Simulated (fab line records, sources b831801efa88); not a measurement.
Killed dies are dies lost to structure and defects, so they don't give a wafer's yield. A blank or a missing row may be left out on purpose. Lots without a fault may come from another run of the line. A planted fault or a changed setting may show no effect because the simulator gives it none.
Which tool did it? | flow sky130 | 12 lots, 36 wafers sampled, at 4 steps of a route of 708

WHAT THE GAUGES READ, wafer by wafer
SKY_POLY_CUT_CD_MEAS_08: target cd 270 nm.
lot  | measured     | on        | cd_nm (nm)
L075 | day 25 19:04 | cd_sem-01 | 269.1 270.2 271.4
L077 | day 26 04:08 | cd_sem-01 | 271.3 270.0 269.9
L079 | day 26 17:53 | cd_sem-01 | 273.2 271.5 273.9
L081 | day 27 00:43 | cd_sem-02 | 269.6 272.1 270.3
L083 | day 27 16:47 | cd_sem-01 | 270.2 271.6 271.7
L085 | day 28 04:22 | cd_sem-01 | 269.9 270.8 271.4
L087 | day 29 01:39 | cd_sem-02 | 268.6 269.1 268.2
L089 | day 29 10:44 | cd_sem-01 | 270.5 269.7 271.9
L091 | day 30 19:23 | cd_sem-01 | 270.4 270.8 270.9
L093 | day 31 00:25 | cd_sem-01 | 268.7 268.7 270.7
L095 | day 31 09:56 | cd_sem-02 | 271.3 271.1 271.2
L097 | day 31 18:33 | cd_sem-02 | 271.2 270.5 269.7

WHICH TOOL RAN EACH LOT (tool, then ch and the chambers of the sampled wafers, then the start)
lot  | SKY_FIELD_ISO_ETCH_14             | SKY_FIELD_ISO_ETCH_15             | SKY_SPACER_ETCHBACK_02
L075 | rie_diel-02 ch 1,2,3, day 2 18:32 | rie_diel-02 ch 1,2,3, day 2 18:34 | rie_diel-01 ch 0,1,2, day 24 14:34
L077 | rie_diel-02 ch 1,3, day 2 22:18   | rie_diel-02 ch 1,3, day 2 22:20   | rie_diel-02 ch 2,3, day 24 22:34
L079 | rie_diel-04 ch 0,1, day 3 08:32   | rie_diel-04 ch 0,1, day 3 08:34   | rie_diel-01 ch 2,3, day 25 13:01
L081 | rie_diel-04 ch 0,2,3, day 3 20:35 | rie_diel-04 ch 0,2,3, day 3 20:37 | rie_diel-02 ch 1,2,3, day 25 20:13
L083 | rie_diel-03 ch 0,2,3, day 4 04:46 | rie_diel-03 ch 0,2,3, day 4 04:49 | rie_diel-04 ch 1,2,3, day 26 12:29
L085 | rie_diel-03 ch 1,2, day 4 13:40   | rie_diel-03 ch 1,2, day 4 13:43   | rie_diel-01 ch 0,1,2, day 26 23:39
L087 | rie_diel-02 ch 1,3, day 5 00:22   | rie_diel-02 ch 1,3, day 5 00:25   | rie_diel-01 ch 1,2,3, day 27 21:28
L089 | rie_diel-04 ch 1,2,3, day 5 13:17 | rie_diel-04 ch 1,2,3, day 5 13:19 | rie_diel-01 ch 0,2,3, day 28 06:34
L091 | rie_diel-02 ch 1,2,3, day 5 22:22 | rie_diel-02 ch 1,2,3, day 5 22:25 | rie_diel-02 ch 0,2, day 29 15:31
L093 | rie_diel-04 ch 0,1,2, day 6 06:49 | rie_diel-04 ch 0,1,2, day 6 06:52 | rie_diel-04 ch 1,2,3, day 29 20:04
L095 | rie_diel-04 ch 0,2, day 6 18:09   | rie_diel-04 ch 0,2, day 6 18:11   | rie_diel-01 ch 0,3, day 30 05:37
L097 | rie_diel-02 ch 1,2, day 7 04:44   | rie_diel-02 ch 1,2, day 7 04:46   | rie_diel-02 ch 0,1,2, day 30 15:04
- SKY_FIELD_ISO_ETCH_14: etches BARC in N2/H2, stops on SiO2, time 45.9 s, target depth 60 nm.
- SKY_FIELD_ISO_ETCH_15: etches the open film in CHF3/O2, stops on Si, target depth 180 nm, time 72 s.
- SKY_SPACER_ETCHBACK_02: etches Si3N4 in CH3F/O2, stops on SiO2, time 46.7 s, target depth 45 nm.

THE ANSWER, worked out from the rows above alone
Rule: what is usual is taken from the lots themselves. Put in order of their means at a reading, lots are off if they are a third of the lots or fewer, leave a main group of 4 or more, and stand apart from it by a gap of 3 or more times the standard deviation of the main group's means; of several such gaps the widest counts. A main group whose means are all the same, to the digits that the tables above print for the reading, isn't used. A lot without any number at a reading at which 4 lots or more have one is off too. The other lots that the step has rows for count as sound.
No lot is off at any reading shown: from this, nothing can be told.

WHAT THE SIMULATOR HAD PUT IN
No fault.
